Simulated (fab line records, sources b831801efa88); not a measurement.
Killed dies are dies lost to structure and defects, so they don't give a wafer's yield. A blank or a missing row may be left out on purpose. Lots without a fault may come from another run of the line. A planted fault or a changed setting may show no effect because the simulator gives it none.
Chamber matching | flow sky130 | SKY_VIA1_CMP_24 on cmp-02: 4 sister chambers
The step polishes, stops on SiO2, t overpolish 15 s, target thk 0 nm. 4 wafers are shown with their chamber, then 7 later ones without.

WAFERS WITH THEIR CHAMBER
wafer  | chamber | time_to_endpoint_s (s)
L225.3 | 0       | 59
L232.5 | 3       | 61
L233.3 | 1       | 70
L233.5 | 2       | 65

WAFERS WITHOUT THEIR CHAMBER
wafer  | time_to_endpoint_s (s)
L233.6 | 72
L234.2 | 61
L234.4 | 69
L234.5 | 66
L235.4 | 64
L235.5 | 70
L235.6 | 71

WHICH CHAMBER EACH WENT THROUGH
wafer  | from the rows above     | in truth
L233.6 | 1                       | 1
L234.2 | can't be placed: 3 or 0 | 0
L234.4 | 1                       | 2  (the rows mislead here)
L234.5 | 2                       | 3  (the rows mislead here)
L235.4 | can't be placed: 2 or 3 | 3
L235.5 | 1                       | 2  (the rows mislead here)
L235.6 | 1                       | 1
Placed correctly: 2 of 7. Can't be placed from these rows: 2 (the true chamber is among the candidates in 2). Placed wrongly: 3.
How it was worked out, from the rows above alone: a wafer's distance from a chamber is the root of the sum, over the readings, of the square of ((its reading less the chamber's mean) divided by the reading's scatter). The wafer belongs to the nearest chamber; if the next one is less than 2 further off, it can't be placed. A chamber's mean is the mean of its shown wafers. The scatter: with one shown wafer a chamber, the root of the mean of the squares of how far each hidden wafer lies from its nearest shown one.
